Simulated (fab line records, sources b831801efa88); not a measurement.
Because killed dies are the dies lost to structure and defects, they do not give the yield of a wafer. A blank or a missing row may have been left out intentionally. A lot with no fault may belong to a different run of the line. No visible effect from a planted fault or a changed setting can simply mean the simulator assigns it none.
Which tool did it? || flow sky130 || 36 wafers from 12 lots sampled at 4 of the route's 708 steps

## WHAT THE GAUGES READ, wafer by wafer
SKY_GATE_OXIDE_OVL_MEAS_10.
{"lot": "L794", "measured": "day 14 05:25", "on": "overlay-02", "GATE_OXIDE_OVL (nm)": "0.9 0.1 1.1"}
{"lot": "L795", "measured": "day 14 13:14", "on": "overlay-01", "GATE_OXIDE_OVL (nm)": "0.3 -0.5 0.6"}
{"lot": "L796", "measured": "day 14 15:14", "on": "overlay-02", "GATE_OXIDE_OVL (nm)": "1.5 0.8 2.8"}
{"lot": "L799", "measured": "day 16 20:44", "on": "overlay-01", "GATE_OXIDE_OVL (nm)": "-1.9 -0.9 0.4"}
{"lot": "L803", "measured": "day 18 10:15", "on": "overlay-02", "GATE_OXIDE_OVL (nm)": "-0.7 1.7 0.0"}
{"lot": "L805", "measured": "day 19 07:07", "on": "overlay-02", "GATE_OXIDE_OVL (nm)": "-2.0 1.6 -1.6"}
{"lot": "L806", "measured": "day 19 17:36", "on": "overlay-02", "GATE_OXIDE_OVL (nm)": "-0.4 0.7 -1.1"}
{"lot": "L809", "measured": "day 20 04:50", "on": "overlay-02", "GATE_OXIDE_OVL (nm)": "-0.7 0.2 -0.5"}
{"lot": "L808", "measured": "day 20 05:17", "on": "overlay-02", "GATE_OXIDE_OVL (nm)": "-0.5 -2.6 -1.0"}
{"lot": "L810", "measured": "day 20 20:31", "on": "overlay-01", "GATE_OXIDE_OVL (nm)": "-0.8 -1.1 -0.4"}
{"lot": "L813", "measured": "day 21 03:45", "on": "overlay-02", "GATE_OXIDE_OVL (nm)": "1.4 1.7 1.2"}
{"lot": "L812", "measured": "day 21 03:47", "on": "overlay-02", "GATE_OXIDE_OVL (nm)": "0.6 0.6 -0.2"}

SKY_LDD_P_TW_MEAS_11.
{"lot": "L794", "measured": "day 19 12:15", "on": "filmMetro-01", "LDD_P_TW": "631 636 636"}
{"lot": "L795", "measured": "day 19 20:01", "on": "filmMetro-02", "LDD_P_TW": "643 638 639"}
{"lot": "L796", "measured": "day 19 22:56", "on": "filmMetro-01", "LDD_P_TW": "631 631 632"}
{"lot": "L799", "measured": "day 22 11:28", "on": "filmMetro-01", "LDD_P_TW": "633 635 636"}
{"lot": "L803", "measured": "day 23 21:41", "on": "filmMetro-02", "LDD_P_TW": "636 636 636"}
{"lot": "L805", "measured": "day 24 15:49", "on": "filmMetro-01", "LDD_P_TW": "635 632 631"}
{"lot": "L806", "measured": "day 25 04:09", "on": "filmMetro-02", "LDD_P_TW": "639 635 638"}
{"lot": "L809", "measured": "day 25 14:58", "on": "filmMetro-02", "LDD_P_TW": "635 636 639"}
{"lot": "L808", "measured": "day 25 16:43", "on": "filmMetro-01", "LDD_P_TW": "632 633 634"}
{"lot": "L810", "measured": "day 26 06:03", "on": "filmMetro-02", "LDD_P_TW": "582 584 583"}
{"lot": "L813", "measured": "day 26 12:05", "on": "filmMetro-01", "LDD_P_TW": "586 588 587"}
{"lot": "L812", "measured": "day 26 14:56", "on": "filmMetro-01", "LDD_P_TW": "637 632 640"}

## WHICH TOOL RAN EACH LOT (tool, then ch and the chambers of the sampled wafers, then the start)
{"lot": "L794", "SKY_RES_PROTECT_STRIP_07": "plasmaAsher-01 ch 0,1, day 15 12:28", "SKY_LDD_P_IMPLANT_09": "implanter-04 ch 0, day 19 12:00"}
{"lot": "L795", "SKY_RES_PROTECT_STRIP_07": "plasmaAsher-04 ch 0,1, day 15 20:43", "SKY_LDD_P_IMPLANT_09": "implanter-01 ch 0, day 19 19:46"}
{"lot": "L796", "SKY_RES_PROTECT_STRIP_07": "plasmaAsher-01 ch 0,1, day 15 23:11", "SKY_LDD_P_IMPLANT_09": "implanter-04 ch 0, day 19 22:41"}
{"lot": "L799", "SKY_RES_PROTECT_STRIP_07": "plasmaAsher-04 ch 0,1, day 18 07:36", "SKY_LDD_P_IMPLANT_09": "implanter-01 ch 0, day 22 11:15"}
{"lot": "L803", "SKY_RES_PROTECT_STRIP_07": "plasmaAsher-01 ch 0,1, day 19 20:01", "SKY_LDD_P_IMPLANT_09": "implanter-04 ch 0, day 23 21:27"}
{"lot": "L805", "SKY_RES_PROTECT_STRIP_07": "plasmaAsher-01 ch 0,1, day 20 17:02", "SKY_LDD_P_IMPLANT_09": "implanter-01 ch 0, day 24 15:34"}
{"lot": "L806", "SKY_RES_PROTECT_STRIP_07": "plasmaAsher-01 ch 0,1, day 21 05:20", "SKY_LDD_P_IMPLANT_09": "implanter-01 ch 0, day 25 03:55"}
{"lot": "L809", "SKY_RES_PROTECT_STRIP_07": "plasmaAsher-04 ch 0,1, day 21 15:05", "SKY_LDD_P_IMPLANT_09": "implanter-02 ch 0, day 25 14:45"}
{"lot": "L808", "SKY_RES_PROTECT_STRIP_07": "plasmaAsher-03 ch 0,1, day 21 17:16", "SKY_LDD_P_IMPLANT_09": "implanter-04 ch 0, day 25 16:28"}
{"lot": "L810", "SKY_RES_PROTECT_STRIP_07": "plasmaAsher-04 ch 0,1, day 22 08:01", "SKY_LDD_P_IMPLANT_09": "implanter-01 ch 0, day 26 05:49"}
{"lot": "L813", "SKY_RES_PROTECT_STRIP_07": "plasmaAsher-01 ch 1, day 22 14:07", "SKY_LDD_P_IMPLANT_09": "implanter-01 ch 0, day 26 11:51"}
{"lot": "L812", "SKY_RES_PROTECT_STRIP_07": "plasmaAsher-01 ch 0,1, day 22 16:06", "SKY_LDD_P_IMPLANT_09": "implanter-04 ch 0, day 26 14:43"}
- SKY_RES_PROTECT_STRIP_07: strips in O2/N2.
- SKY_LDD_P_IMPLANT_09

## AS READ BY THE TOOLS THEMSELVES (means over the sampled wafers that have a number; for cases with no such wafer, the mark the record gives instead)
SKY_RES_PROTECT_STRIP_07.
{"lot": "L794", "tool": "plasmaAsher-01", "drypumpMotorCurrentA (A)": 5.2, "oesProductAu (a.u.)": 0.518, "stripTimeToEndpointS (s)": 23.31}
{"lot": "L795", "tool": "plasmaAsher-04", "drypumpMotorCurrentA (A)": 5.4, "oesProductAu (a.u.)": 0.518, "stripTimeToEndpointS (s)": 23.28}
{"lot": "L796", "tool": "plasmaAsher-01", "drypumpMotorCurrentA (A)": 5.5, "oesProductAu (a.u.)": 0.516, "stripTimeToEndpointS (s)": 23.32}
{"lot": "L799", "tool": "plasmaAsher-04", "drypumpMotorCurrentA (A)": 5.4, "oesProductAu (a.u.)": 0.522, "stripTimeToEndpointS (s)": 23.28}
{"lot": "L803", "tool": "plasmaAsher-01", "drypumpMotorCurrentA (A)": 5.4, "oesProductAu (a.u.)": 0.520, "stripTimeToEndpointS (s)": 23.28}
{"lot": "L805", "tool": "plasmaAsher-01", "drypumpMotorCurrentA (A)": 5.2, "oesProductAu (a.u.)": 0.519, "stripTimeToEndpointS (s)": 23.32}
{"lot": "L806", "tool": "plasmaAsher-01", "drypumpMotorCurrentA (A)": 5.5, "oesProductAu (a.u.)": 0.517, "stripTimeToEndpointS (s)": 23.37}
{"lot": "L809", "tool": "plasmaAsher-04", "drypumpMotorCurrentA (A)": 5.6, "oesProductAu (a.u.)": 0.519, "stripTimeToEndpointS (s)": 23.34}
{"lot": "L808", "tool": "plasmaAsher-03", "drypumpMotorCurrentA (A)": 5.9, "oesProductAu (a.u.)": 0.517, "stripTimeToEndpointS (s)": 23.32}
{"lot": "L810", "tool": "plasmaAsher-04", "drypumpMotorCurrentA (A)": 5.6, "oesProductAu (a.u.)": 0.522, "stripTimeToEndpointS (s)": 23.36}
{"lot": "L813", "tool": "plasmaAsher-01", "drypumpMotorCurrentA (A)": 5.7, "oesProductAu (a.u.)": 0.519, "stripTimeToEndpointS (s)": 23.29}
{"lot": "L812", "tool": "plasmaAsher-01", "drypumpMotorCurrentA (A)": 5.2, "oesProductAu (a.u.)": 0.519, "stripTimeToEndpointS (s)": 23.30}

SKY_LDD_P_IMPLANT_09.
{"lot": "L794", "tool": "implanter-04", "beamEnergyKeV": 25.004, "beamOnS (s)": 9.96, "faradayCurrentUA": 56.7}
{"lot": "L795", "tool": "implanter-01", "beamEnergyKeV": 24.987, "beamOnS (s)": 9.78, "faradayCurrentUA": 57.7}
{"lot": "L796", "tool": "implanter-04", "beamEnergyKeV": 25.003, "beamOnS (s)": 10.16, "faradayCurrentUA": 55.6}
{"lot": "L799", "tool": "implanter-01", "beamEnergyKeV": 24.994, "beamOnS (s)": 9.86, "faradayCurrentUA": 57.2}
{"lot": "L803", "tool": "implanter-04", "beamEnergyKeV": 25.007, "beamOnS (s)": 10.11, "faradayCurrentUA": 55.9}
{"lot": "L805", "tool": "implanter-01", "beamEnergyKeV": 25.011, "beamOnS (s)": 9.85, "faradayCurrentUA": 57.1}
{"lot": "L806", "tool": "implanter-01", "beamEnergyKeV": 24.995, "beamOnS (s)": 10.00, "faradayCurrentUA": 56.3}
{"lot": "L809", "tool": "implanter-02", "beamEnergyKeV": 24.995, "beamOnS (s)": 10.05, "faradayCurrentUA": 56.1}
{"lot": "L808", "tool": "implanter-04", "beamEnergyKeV": 24.993, "beamOnS (s)": 10.01, "faradayCurrentUA": 56.3}
{"lot": "L810", "tool": "implanter-01", "beamEnergyKeV": 24.989, "beamOnS (s)": 7.66, "faradayCurrentUA": 73.6}
{"lot": "L813", "tool": "implanter-01", "beamEnergyKeV": 25.001, "beamOnS (s)": 7.78, "faradayCurrentUA": 72.4}
{"lot": "L812", "tool": "implanter-04", "beamEnergyKeV": 25.003, "beamOnS (s)": 9.90, "faradayCurrentUA": 57.1}

## THE ANSWER, worked out from the rows above alone
Rule: the lots themselves supply what counts as usual. The widest of any qualifying gaps counts: lots, ordered by their means at a reading, are off when they make up no more than a third of the lots, leave a main group of 4 or more, and stand apart from it by 3 or more times the standard deviation of that group's means. A main group is skipped when, at the precision printed for the reading in the tables above, its means are all equal. Also off: a lot with no number at a reading for which 4 or more lots have one. All remaining lots with rows at the step are treated as sound. First the gauges in route order, then the tools' own readings, where a lot's mean is used as printed above. At the first step where some lot is off, the reading lying furthest off is the one used; lots without a number count as furthest.
Off: at SKY_LDD_P_TW_MEAS_11 (LDD_P_TW), L810, L813. For the main group the mean is 635 and the standard deviation 2.4.
A tool fits if, at a process step before that reading, it ran every lot that is off, and no sound lot after the first of them. The gauges at SKY_LDD_P_TW_MEAS_11 aren't tried: what is off there is off at SKY_LDD_P_IMPLANT_09 too, on other tools, and a gauge's error can't cause that. One fits: SKY_LDD_P_IMPLANT_09 on implanter-01. A fault onset in the window from L806 (day 25 03:55, its last sound lot) to L810 (day 26 05:49, its first lot off) fits.
The tool's own readings at SKY_LDD_P_IMPLANT_09 bear it out: on the lots that are off they differ by more than 5 times the standard deviation of the sound lots' means. beamOnS reads 7.72 s there against 9.97 s on the sound lots; faradayCurrentUA reads 73.0 there against 56.6 on the sound lots.

## WHAT WAS PUT IN BY THE SIMULATOR
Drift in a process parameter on implanter-01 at SKY_LDD_P_IMPLANT_09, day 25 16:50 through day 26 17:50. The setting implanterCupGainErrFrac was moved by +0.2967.
Shown lots that were struck: L810, L813. Same finding as the rule above.
